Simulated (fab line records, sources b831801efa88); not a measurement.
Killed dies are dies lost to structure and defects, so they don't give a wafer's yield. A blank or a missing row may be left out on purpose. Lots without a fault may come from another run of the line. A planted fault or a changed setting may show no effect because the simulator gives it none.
Problem report in the 8D (eight disciplines) form, filled by code | flow gf180mcu | the parts of the form that need people (team, actions taken, sign-off) are left out

1. THE PROBLEM
cd_nm at GF_M2_CD_MEAS_14 reads a mean of 289.9 nm on 6 wafers of 2 lots; wafers without a fault read 280.0 nm with a standard deviation of 1.2. That is +8.3 standard deviations from the usual mean.
The step: target cd 280 nm.
First seen on wafer L727.1, day 23 08:40, on cd_sem-02. The record holds 36 wafers of 12 lots with a number at this step. Rule for "out", or "out of limits": more than 4 standard deviations from the usual mean. The other wafers with a number count as sound.

2. WHAT IT IS AND WHAT IT IS NOT
question                    | is                     | is not
which readings at this step | cd_nm                  | -
which lots                  | L727, L728             | L716, L718, L719, L722, L723, L726, L736, L737, L738, L739
which wafers of those lots  | all that have a number | -
read on which gauges        | cd_sem-02              | cd_sem-01
when                        | from day 23 08:40      | up to then (18 sound wafers); but 12 sound wafers of L736, L737, L738, L739 came after

3. SUSPECTS, AND WHAT RULES EACH OUT
Counting: a tool at a process step up to the reading stays a suspect if it ran every lot that is out and no sound lot after the first of them.
- the gauge at GF_M2_CD_MEAS_14: ruled out. All the wafers that are out were read on cd_sem-02, but those of them that GF_M2_SOFTBAKE_10 has rows for are out there too, on other tools.
- pvd_sputter-02 at GF_V1_SPUTTER_21 (material Ti, target thk 15 nm, time 80.02 s): ruled out as a lasting fault. Sound lots L737, L739 ran on it after its first lot that is out, L727 (day 22 08:29).
- litho_track-01 at GF_M2_SOFTBAKE_10 (time 60 s): ruled out as a lasting fault. Sound lots L739 ran on it after its first lot that is out, L727 (day 22 20:46).
Left after counting: nothing in the record.

4. THE CAUSE (what the simulator had put in)
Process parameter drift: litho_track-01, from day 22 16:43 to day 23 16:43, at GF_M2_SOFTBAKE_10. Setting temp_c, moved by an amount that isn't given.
Counting ruled it out, wrongly: the rule takes a fault to strike every lot that its tool runs from its start on, and this one did not.

5. THE CHAIN OF EFFECTS, in route order
Each row: a reading whose mean over the struck wafers that have a number lies more than 3 standard deviations from the usual. Only readings for which the record gives a usual standard deviation are gone through. hours: the time from each lot's start at the first step in this table that gives one to its start at this step, as a median over the lots. sigmas: the change in usual standard deviations.
hours | step              | reading              | usual    | on struck wafers | change | sigmas
0     | GF_M2_SOFTBAKE_10 | heater_power_total_W | 93.05 W  | 89.72            | -3.33  | -54
0     | GF_M2_SOFTBAKE_10 | plate_temp_C         | 130.00 C | 126.25           | -3.75  | -25
12    | GF_M2_CD_MEAS_14  | cd_nm                | 280.0 nm | 289.9            | +9.9   | +8.3
The process steps in it:
- GF_M2_SOFTBAKE_10: time 60 s.

6. WHAT WOULD HAVE CAUGHT IT SOONER
In this record the first reading out of limits at a measuring or inspecting step was taken at day 23 08:40, 16 hours after the fault began at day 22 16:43.
The tool's own readings at GF_M2_SOFTBAKE_10 were out on every struck wafer that the step has a row for (heater_power_total_W, plate_temp_C): an alarm limit on them would have fired on the first of those.
